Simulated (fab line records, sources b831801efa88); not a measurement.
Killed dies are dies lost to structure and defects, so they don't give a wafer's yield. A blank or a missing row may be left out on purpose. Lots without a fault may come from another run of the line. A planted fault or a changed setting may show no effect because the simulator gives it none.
Which tool did it? | flow sky130 | 6 lots, 18 wafers sampled, at 4 steps of a route of 708

WHAT THE GAUGES READ, wafer by wafer
SKY_PASSIVATION_THK_MEAS_01.
lot  | measured     | on            | PASSIVATION_CVD_00_THK (nm)
L979 | day 45 02:52 | film_metro-02 | 88.5 88.0 89.5
L985 | day 46 17:23 | film_metro-02 | 89.3 90.1 91.4
L993 | day 48 16:06 | film_metro-04 | 89.4 90.8 90.5
L995 | day 49 08:51 | film_metro-03 | 87.3 87.3 87.3
L997 | day 49 23:37 | film_metro-02 | 88.8 88.0 89.5
L101 | day 50 07:41 | film_metro-04 | 89.2 90.9 90.8

WHICH TOOL RAN EACH LOT (tool, then ch and the chambers of the sampled wafers, then the start)
lot  | SKY_CAP2M_STRIP_14                   | SKY_METAL5_DESCUM_14              | SKY_METAL5_STRIP_16
L979 | plasma_asher-02 ch 0,1, day 42 00:26 | rie_metal-04 ch 0, day 45 01:41   | plasma_asher-01 ch 0,1, day 45 02:13
L985 | plasma_asher-01 ch 0,1, day 43 18:04 | rie_metal-03 ch 0,1, day 46 16:26 | plasma_asher-02 ch 0,1, day 46 16:44
L993 | plasma_asher-02 ch 0,1, day 45 21:34 | rie_metal-04 ch 0,1, day 48 15:05 | plasma_asher-03 ch 0,1, day 48 15:23
L995 | plasma_asher-02 ch 0,1, day 46 16:10 | rie_metal-01 ch 0,1, day 49 07:41 | plasma_asher-03 ch 0,1, day 49 07:58
L997 | plasma_asher-04 ch 0,1, day 47 11:44 | rie_metal-01 ch 0,1, day 49 22:44 | plasma_asher-01 ch 0,1, day 49 23:00
L101 | plasma_asher-01 ch 0,1, day 47 20:14 | rie_metal-03 ch 0,1, day 50 06:47 | plasma_asher-01 ch 0,1, day 50 07:04
- SKY_CAP2M_STRIP_14: strips in O2/N2.
- SKY_METAL5_DESCUM_14: chemistry O2, time 11 s.
- SKY_METAL5_STRIP_16: strips in O2/N2.

THE ANSWER, worked out from the rows above alone
Rule: what is usual is taken from the lots themselves. Put in order of their means at a reading, lots are off if they are a third of the lots or fewer, leave a main group of 4 or more, and stand apart from it by a gap of 3 or more times the standard deviation of the main group's means; of several such gaps the widest counts. A main group whose means are all the same, to the digits that the tables above print for the reading, isn't used. A lot without any number at a reading at which 4 lots or more have one is off too. The other lots that the step has rows for count as sound.
No lot is off at any reading shown: from this, nothing can be told.

WHAT THE SIMULATOR HAD PUT IN
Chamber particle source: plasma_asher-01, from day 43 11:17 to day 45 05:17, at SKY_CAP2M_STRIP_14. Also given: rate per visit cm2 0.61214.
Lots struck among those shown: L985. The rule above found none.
